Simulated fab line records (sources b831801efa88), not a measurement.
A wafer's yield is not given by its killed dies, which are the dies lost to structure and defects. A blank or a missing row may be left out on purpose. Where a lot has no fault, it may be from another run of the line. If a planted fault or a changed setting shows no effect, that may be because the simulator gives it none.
Which tool was responsible? || flow gf180mcu || Sampling: 10 lots, 30 wafers, 2 of 602 route steps

## WHAT EACH GAUGE READ, for each wafer
GF_M1_RS_MEAS_05: measurement is done with a four-point probe.
{"lot": "L817", "measured": "day 16 21:00", "on": "film_metro-04", "M1_ALCU_RS (ohm/sq)": "0.0704 0.0721 0.0714"}
{"lot": "L818", "measured": "day 17 06:20", "on": "film_metro-02", "M1_ALCU_RS (ohm/sq)": "0.0692 0.0704 0.0698"}
{"lot": "L819", "measured": "day 17 13:01", "on": "film_metro-04", "M1_ALCU_RS (ohm/sq)": "0.1031 0.0704 0.1047 0.1027 0.0703 0.1047"}
{"lot": "L820", "measured": "day 17 23:06", "on": "film_metro-04", "M1_ALCU_RS (ohm/sq)": "0.0703 0.1056 0.0701 0.0702 0.1053 0.0701"}
{"lot": "L826", "measured": "day 20 04:10", "on": "film_metro-02", "M1_ALCU_RS (ohm/sq)": "0.0704 0.0701 0.0705"}
{"lot": "L830", "measured": "day 21 20:12", "on": "film_metro-02", "M1_ALCU_RS (ohm/sq)": "0.0700 0.0704 0.0705"}
{"lot": "L834", "measured": "day 22 23:02", "on": "film_metro-02", "M1_ALCU_RS (ohm/sq)": "0.0700 0.0679 0.0702"}
{"lot": "L835", "measured": "day 23 08:49", "on": "film_metro-04", "M1_ALCU_RS (ohm/sq)": "0.0689 0.0684 0.0694"}
{"lot": "L837", "measured": "day 23 22:13", "on": "film_metro-02", "M1_ALCU_RS (ohm/sq)": "0.0704 0.0685 0.0697"}
{"lot": "L838", "measured": "day 24 10:41", "on": "film_metro-04", "M1_ALCU_RS (ohm/sq)": "0.0705 0.0700 0.0687"}

## WHICH TOOL RAN EACH LOT (tool, then ch and the chambers of the sampled wafers, then the start)
{"lot": "L817", "GF_M1_SPUTTER_02": "pvd_sputter-03, day 16 20:53"}
{"lot": "L818", "GF_M1_SPUTTER_02": "pvd_sputter-03, day 17 06:14"}
{"lot": "L819", "GF_M1_SPUTTER_02": "pvd_sputter-03, day 17 12:55"}
{"lot": "L820", "GF_M1_SPUTTER_02": "pvd_sputter-03, day 17 22:59"}
{"lot": "L826", "GF_M1_SPUTTER_02": "pvd_sputter-04, day 20 04:02"}
{"lot": "L830", "GF_M1_SPUTTER_02": "pvd_sputter-03, day 21 20:07"}
{"lot": "L834", "GF_M1_SPUTTER_02": "pvd_sputter-03, day 22 22:57"}
{"lot": "L835", "GF_M1_SPUTTER_02": "pvd_sputter-04, day 23 08:44"}
{"lot": "L837", "GF_M1_SPUTTER_02": "pvd_sputter-02, day 23 22:05"}
{"lot": "L838", "GF_M1_SPUTTER_02": "pvd_sputter-04, day 24 10:35"}
- GF_M1_SPUTTER_02: material AlCu, target thk 450 nm, time 23.9 s.

## THE ANSWER, worked out from the rows above alone
Rule: the usual values come from the lots themselves. Put in order of their means at a reading, lots are off if they are a third of the lots or fewer, leave a main group of 4 or more, and stand apart from it by a gap of 3 or more times the standard deviation of the main group's means; of several such gaps the widest counts. If all means in a main group match to the digits the tables above print for the reading, that group is not used. A lot without any number at a reading at which 4 lots or more have one is off too. Where the step has rows for the other lots, those lots are counted as sound.
Off: L819, L820, seen at GF_M1_RS_MEAS_05 (M1_ALCU_RS). The main group: mean 0.0699 ohm/sq, standard deviation 0.00069.
A tool fits if, at a process step before that reading, it ran every lot that is off, and no sound lot after the first of them. The gauges at GF_M1_RS_MEAS_05 are tried like those tools. Of those tried, none fits.

## WHAT THE SIMULATOR PUT IN
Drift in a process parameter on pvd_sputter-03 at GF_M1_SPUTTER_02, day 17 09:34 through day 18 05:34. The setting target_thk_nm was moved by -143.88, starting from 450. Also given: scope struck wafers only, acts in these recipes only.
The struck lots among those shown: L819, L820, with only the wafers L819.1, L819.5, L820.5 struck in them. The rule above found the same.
